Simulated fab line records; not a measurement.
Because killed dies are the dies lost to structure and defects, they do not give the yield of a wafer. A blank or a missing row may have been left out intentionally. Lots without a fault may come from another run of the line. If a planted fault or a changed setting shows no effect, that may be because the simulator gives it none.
Which tool is to blame? | flow sky130 | 13 lots, 39 wafers sampled, at 4 steps of a route of 708

## WHAT THE GAUGES SHOWED, per wafer
SKY_LI_CONTACT_THK_MEAS_23: measures by xrf. Usual: for LI_CONTACT_W_THK the level is 405 nm and the standard deviation is 6.4.
lot  | measured     | on            | LI_CONTACT_W_THK (nm) | flag
L711 | day 28 23:41 | film metro-04 | 414 411 416           |
L712 | day 29 13:17 | film metro-01 | 407 405 410           |
L714 | day 29 21:27 | film metro-01 | 404 394 401           |
L716 | day 30 17:51 | film metro-02 | 409 403 405           |
L723 | day 33 21:03 | film metro-04 | 396 398 394           |
L724 | day 34 01:17 | film metro-01 | 404 410 404           |
L725 | day 34 12:00 | film metro-01 | 409 408 408           |
L726 | day 34 17:14 | film metro-04 | 406 400 400           |
L729 | day 35 00:05 | film metro-02 | 408 407 407           |
L730 | day 35 05:50 | film metro-02 | 412 411 407           |
L731 | day 35 16:14 | film metro-02 | 404 412 401           |
L732 | day 36 01:11 | film metro-01 | 398 411 408           |
L733 | day 36 07:14 | film metro-02 | 416 412 411           |

SKY_LOCAL_INTERCONNECT_THK_MEAS_02: measures by xrf. Usual: for LOCAL_INTERCONNECT_TIN_THK the level is 97.2 nm and the standard deviation is 1.4.
lot  | measured     | on            | LOCAL_INTERCONNECT_TIN_THK (nm) | flag
L711 | day 29 00:13 | film metro-02 | 95.1 95.2 95.1                  |
L712 | day 29 13:50 | film metro-02 | 96.1 94.2 95.6                  |
L714 | day 29 21:59 | film metro-02 | 98.2 98.7 96.6                  |
L716 | day 30 18:23 | film metro-02 | 94.5 96.8 94.9                  |
L723 | day 33 21:35 | film metro-02 | 96.3 96.5 94.5                  |
L724 | day 34 01:50 | film metro-01 | 98.5 99.4 98.8                  |
L725 | day 34 12:32 | film metro-02 | 95.8 96.5 96.0                  |
L726 | day 34 17:46 | film metro-01 | 97.1 97.9 97.7                  |
L729 | day 35 00:38 | film metro-03 | 96.9 96.6 97.0                  |
L730 | day 35 06:23 | film metro-02 | 96.1 97.1 95.7                  |
L731 | day 35 16:46 | film metro-01 | 97.2 99.1 97.9                  |
L732 | day 36 01:44 | film metro-02 | 95.8 95.7 95.3                  |
L733 | day 36 07:47 | film metro-01 | 97.2 97.1 96.1                  |

## WHICH TOOL RAN EACH LOT (tool, then ch and the chambers of the sampled wafers, then the start)
lot  | SKY_GATE_OXIDE_OXIDATION_01   | SKY_POLY_GATE_ETCH_15
L711 | furnace-02 ch 0, day 12 23:26 | rie diel-01 ch 0,1, day 16 03:46
L712 | furnace-02 ch 0, day 13 05:20 | rie diel-01 ch 0,1,3, day 16 13:47
L714 | furnace-02 ch 0, day 13 13:28 | rie diel-01 ch 0,1,2, day 17 02:05
L716 | furnace-02 ch 0, day 14 01:32 | rie diel-01 ch 0,2, day 17 19:29
L723 | furnace-01 ch 0, day 17 07:14 | rie diel-01 ch 0,1,3, day 21 08:20
L724 | furnace-02 ch 0, day 17 09:43 | rie diel-04 ch 1,2,3, day 21 15:01
L725 | furnace-02 ch 0, day 17 18:41 | rie diel-03 ch 1,2, day 21 23:22
L726 | furnace-02 ch 0, day 18 00:32 | rie diel-03 ch 0,2, day 22 08:08
L729 | furnace-02 ch 0, day 18 09:09 | rie diel-03 ch 0,2, day 22 14:08
L730 | furnace-02 ch 0, day 18 16:01 | rie diel-03 ch 1,2, day 22 21:50
L731 | furnace-02 ch 0, day 19 09:53 | rie diel-04 ch 0,2,3, day 23 11:49
L732 | furnace-02 ch 0, day 19 16:52 | rie diel-04 ch 0,1,3, day 23 19:16
L733 | furnace-02 ch 0, day 20 02:13 | rie diel-04 ch 1,2, day 24 04:04
- SKY_GATE_OXIDE_OXIDATION_01: stabilise 600 s, purge 300 s, target thk 10.268 nm.
- SKY_POLY_GATE_ETCH_15: etches BARC in N2/H2, stops on SiO2, time 118.5 s, target depth 110 nm.

## WHAT THE TOOLS THEMSELVES READ (means of the sampled wafers that have a number; where no wafer has one, the mark that the record gives instead)
SKY_GATE_OXIDE_OXIDATION_01. Usual: spike tc upper C at 900.4 C, with a standard deviation of 1.
lot  | tool       | spike tc upper C (C) | flag
L711 | furnace-02 | 901.0                |
L712 | furnace-02 | 900.9                |
L714 | furnace-02 | 901.5                |
L716 | furnace-02 | 901.3                |
L723 | furnace-01 | 900.3                |
L724 | furnace-02 | 900.9                |
L725 | furnace-02 | 900.5                |
L726 | furnace-02 | 900.5                |
L729 | furnace-02 | 900.2                |
L730 | furnace-02 | 901.4                |
L731 | furnace-02 | 901.0                |
L732 | furnace-02 | 901.2                |
L733 | furnace-02 | 901.2                |

SKY_POLY_GATE_ETCH_15. Usual: drypump motor current A 5.7 A, standard deviation 0.47; oes product au 0.716 a.u., standard deviation 0.0049; throttle valve pct 13.212 %, standard deviation 0.0085.
lot  | tool        | drypump motor current A (A) | oes product au (a.u.) | throttle valve pct (%) | flag
L711 | rie diel-01 | 5.7                         | 0.717                 | 13.213                 |
L712 | rie diel-01 | 5.6                         | 0.725                 | 13.212                 |
L714 | rie diel-01 | 5.7                         | 0.720                 | 13.217                 |
L716 | rie diel-01 | 5.7                         | 0.718                 | 13.206                 |
L723 | rie diel-01 | 5.6                         | 0.718                 | 13.219                 |
L724 | rie diel-04 | 5.9                         | 0.713                 | 13.207                 |
L725 | rie diel-03 | 6.1                         | 0.714                 | 13.217                 |
L726 | rie diel-03 | 5.5                         | 0.719                 | 13.217                 |
L729 | rie diel-03 | 5.5                         | 0.712                 | 13.205                 |
L730 | rie diel-03 | 6.0                         | 0.715                 | 13.217                 |
L731 | rie diel-04 | 6.0                         | 0.719                 | 13.215                 |
L732 | rie diel-04 | 6.0                         | 0.717                 | 13.210                 |
L733 | rie diel-04 | 5.9                         | 0.714                 | 13.213                 |

## THE ANSWER, worked out from the rows above alone
Rule: a lot counts as off when the mean over its wafers that have a number is more than 3 standard deviations away from the usual mean. A lot without any number at a reading at which 4 lots or more have one is off too. All remaining lots with rows at the step are treated as sound. After the gauges, taken in route order, come the tools' own readings; for these a lot's mean is taken, as printed above. The first step at which some lot is off is used, and at that step the reading that is off furthest; a lot without a number counts as furthest.
Nothing can be told from this: no lot is off at any reading shown.

## WHAT HAD BEEN PUT IN BY THE SIMULATOR
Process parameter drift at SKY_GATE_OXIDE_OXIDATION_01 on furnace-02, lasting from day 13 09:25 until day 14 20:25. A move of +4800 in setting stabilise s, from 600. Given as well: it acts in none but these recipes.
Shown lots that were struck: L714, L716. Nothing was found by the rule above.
